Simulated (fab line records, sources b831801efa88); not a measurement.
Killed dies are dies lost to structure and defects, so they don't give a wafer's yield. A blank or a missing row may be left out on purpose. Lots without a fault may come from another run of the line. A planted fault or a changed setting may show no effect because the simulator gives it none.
Which tool did it? | flow gf180mcu | 13 lots, 39 wafers sampled, at 4 steps of a route of 602

WHAT THE GAUGES READ, wafer by wafer
GF_VT_IMPLANT_TW_MEAS_43.
lot  | measured     | on            | VT_IMPLANT_4_TW
L312 | day 7 12:29  | film_metro-02 | 699 701 702
L313 | day 7 18:20  | film_metro-01 | 694 696 694
L314 | day 8 01:17  | film_metro-03 | 683 681 677
L317 | day 8 23:05  | film_metro-03 | 682 684 679
L318 | day 9 04:00  | film_metro-03 | 682 681 684
L320 | day 9 18:48  | film_metro-01 | 695 695 696
L324 | day 11 03:44 | film_metro-01 | 693 696 689
L325 | day 11 09:09 | film_metro-01 | 694 691 694
L328 | day 12 03:54 | film_metro-03 | 687 689 688
L329 | day 12 08:33 | film_metro-03 | 685 687 686
L330 | day 12 17:20 | film_metro-03 | 688 684 686
L333 | day 13 12:52 | film_metro-03 | 682 682 686
L335 | day 14 02:46 | film_metro-03 | 682 684 682

WHICH TOOL RAN EACH LOT (tool, then ch and the chambers of the sampled wafers, then the start)
lot  | GF_DNWELL_STRIP_08                  | GF_LVPWELL_STRIP_10                 | GF_MVSD_STRIP_10
L312 | plasma_asher-01 ch 0, day 2 19:41   | plasma_asher-03 ch 0,1, day 3 21:42 | plasma_asher-03 ch 0, day 4 11:14
L313 | plasma_asher-01 ch 0,1, day 2 23:47 | plasma_asher-04 ch 0,1, day 4 01:38 | plasma_asher-04 ch 0, day 4 14:57
L314 | plasma_asher-04 ch 0,1, day 3 05:44 | plasma_asher-04 ch 0,1, day 4 08:11 | plasma_asher-02 ch 0,1, day 4 21:37
L317 | plasma_asher-02 ch 0,1, day 3 21:41 | plasma_asher-04 ch 0,1, day 5 00:35 | plasma_asher-02 ch 0,1, day 5 14:42
L318 | plasma_asher-01 ch 0,1, day 4 01:14 | plasma_asher-01 ch 0,1, day 5 04:30 | plasma_asher-02 ch 0,1, day 5 18:58
L320 | plasma_asher-02 ch 0,1, day 4 12:35 | plasma_asher-01 ch 0,1, day 5 16:31 | plasma_asher-02 ch 0,1, day 6 07:52
L324 | plasma_asher-02 ch 0,1, day 5 13:07 | plasma_asher-04 ch 0, day 6 19:33   | plasma_asher-02 ch 0,1, day 7 11:15
L325 | plasma_asher-01 ch 0,1, day 5 17:26 | plasma_asher-04 ch 0,1, day 7 00:22 | plasma_asher-02 ch 0,1, day 7 16:36
L328 | plasma_asher-02 ch 0,1, day 6 08:55 | plasma_asher-04 ch 0,1, day 7 16:34 | plasma_asher-03 ch 0,1, day 8 09:25
L329 | plasma_asher-04 ch 0,1, day 6 12:17 | plasma_asher-04 ch 0,1, day 7 20:10 | plasma_asher-03 ch 0,1, day 8 12:58
L330 | plasma_asher-01 ch 0,1, day 6 18:32 | plasma_asher-03 ch 0,1, day 8 02:57 | plasma_asher-04 ch 0,1, day 8 20:15
L333 | plasma_asher-01 ch 0,1, day 7 09:35 | plasma_asher-03 ch 0,1, day 8 19:24 | plasma_asher-03 ch 0,1, day 9 13:11
L335 | plasma_asher-04 ch 0,1, day 7 20:59 | plasma_asher-01 ch 0,1, day 9 07:55 | plasma_asher-03 ch 0,1, day 10 01:49
- GF_DNWELL_STRIP_08: strips in O2/N2.
- GF_LVPWELL_STRIP_10: strips in O2/N2.
- GF_MVSD_STRIP_10: strips in O2/N2.

WHAT THE TOOLS THEMSELVES READ (means of the sampled wafers that have a number; where no wafer has one, the mark that the record gives instead)
GF_DNWELL_STRIP_08.
lot  | tool            | drypump_motor_current_A (A) | heater_power_w (W) | oes_product_au (a.u.) | strip_time_to_endpoint_s (s)
L312 | plasma_asher-01 | 5.5                         | 317                | 0.722                 | 36.73
L313 | plasma_asher-01 | 5.4                         | 343                | 0.718                 | 37.09
L314 | plasma_asher-04 | 5.6                         | 294                | 0.724                 | 36.99
L317 | plasma_asher-02 | 6.2                         | 375                | 0.721                 | 36.90
L318 | plasma_asher-01 | 5.3                         | 340                | 0.720                 | 36.90
L320 | plasma_asher-02 | 6.0                         | 363                | 0.723                 | 36.99
L324 | plasma_asher-02 | 6.1                         | 380                | 0.719                 | 36.89
L325 | plasma_asher-01 | 5.3                         | 356                | 0.724                 | 37.06
L328 | plasma_asher-02 | 6.1                         | 382                | 0.717                 | 36.98
L329 | plasma_asher-04 | 5.8                         | 312                | 0.721                 | 37.23
L330 | plasma_asher-01 | 5.3                         | 345                | 0.723                 | 36.97
L333 | plasma_asher-01 | 5.4                         | 334                | 0.719                 | 37.06
L335 | plasma_asher-04 | 5.5                         | 292                | 0.724                 | 36.94

GF_LVPWELL_STRIP_10.
lot  | tool            | drypump_motor_current_A (A) | heater_power_w (W) | oes_product_au (a.u.) | strip_time_to_endpoint_s (s)
L312 | plasma_asher-03 | 6.0                         | 386                | 0.721                 | 37.06
L313 | plasma_asher-04 | 5.8                         | 314                | 0.722                 | 36.97
L314 | plasma_asher-04 | 5.8                         | 306                | 0.726                 | 37.12
L317 | plasma_asher-04 | 5.5                         | 299                | 0.724                 | 36.87
L318 | plasma_asher-01 | 5.4                         | 338                | 0.722                 | 36.88
L320 | plasma_asher-01 | 5.4                         | 336                | 0.723                 | 37.02
L324 | plasma_asher-04 | 5.2                         | 266                | 0.725                 | 36.98
L325 | plasma_asher-04 | 5.5                         | 284                | 0.721                 | 36.96
L328 | plasma_asher-04 | 5.8                         | 310                | 0.722                 | 37.00
L329 | plasma_asher-04 | 5.5                         | 290                | 0.723                 | 37.05
L330 | plasma_asher-03 | 5.9                         | 374                | 0.724                 | 37.19
L333 | plasma_asher-03 | 5.9                         | 371                | 0.722                 | 37.00
L335 | plasma_asher-01 | 5.4                         | 338                | 0.719                 | 37.09

GF_MVSD_STRIP_10.
lot  | tool            | drypump_motor_current_A (A) | heater_power_w (W) | oes_product_au (a.u.) | strip_time_to_endpoint_s (s)
L312 | plasma_asher-03 | 5.99                        | 409                | 0.717                 | 36.98
L313 | plasma_asher-04 | 5.23                        | 276                | 0.727                 | 37.03
L314 | plasma_asher-02 | 6.18                        | 380                | 0.720                 | 36.79
L317 | plasma_asher-02 | 6.14                        | 378                | 0.719                 | 37.12
L318 | plasma_asher-02 | 6.15                        | 378                | 0.724                 | 37.02
L320 | plasma_asher-02 | 6.17                        | 377                | 0.715                 | 36.97
L324 | plasma_asher-02 | 6.16                        | 378                | 0.739                 | 35.83
L325 | plasma_asher-02 | 6.18                        | 375                | 0.736                 | 35.87
L328 | plasma_asher-03 | 5.93                        | 374                | 0.727                 | 36.93
L329 | plasma_asher-03 | 5.98                        | 388                | 0.721                 | 36.95
L330 | plasma_asher-04 | 5.82                        | 306                | 0.722                 | 36.95
L333 | plasma_asher-03 | 5.96                        | 390                | 0.724                 | 37.04
L335 | plasma_asher-03 | 5.95                        | 385                | 0.724                 | 36.94

THE ANSWER, worked out from the rows above alone
Rule: what is usual is taken from the lots themselves. Put in order of their means at a reading, lots are off if they are a third of the lots or fewer, leave a main group of 4 or more, and stand apart from it by a gap of 3 or more times the standard deviation of the main group's means; of several such gaps the widest counts. A main group whose means are all the same, to the digits that the tables above print for the reading, isn't used. A lot without any number at a reading at which 4 lots or more have one is off too. The other lots that the step has rows for count as sound. The gauges are gone through in route order, then the tools' own readings, and for those a lot's mean is taken as printed above. The first step at which some lot is off is used, and at that step the reading that is off furthest; a lot without a number counts as furthest.
Off: L324, L325, at GF_MVSD_STRIP_10 (strip_time_to_endpoint_s). The main group: mean 36.97 s, standard deviation 0.079.
A tool fits if, at that step or a process step before it, it ran every lot that is off, and no sound lot after the first of them. One fits: plasma_asher-02 at GF_MVSD_STRIP_10. Its last sound lot is L320 (day 6 07:52), its first lot that is off L324 (day 7 11:15): a fault that began between those two fits.
The tool's own readings at GF_MVSD_STRIP_10 bear it out: on the lots that are off they differ by more than 5 times the standard deviation of the sound lots' means. strip_time_to_endpoint_s reads 35.85 s there against 36.97 s on the sound lots.

WHAT THE SIMULATOR HAD PUT IN
Process parameter drift: plasma_asher-02, from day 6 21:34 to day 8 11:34, at GF_MVSD_STRIP_10. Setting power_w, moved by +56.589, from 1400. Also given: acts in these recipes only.
Lots struck among those shown: L324, L325. The rule above found the same.
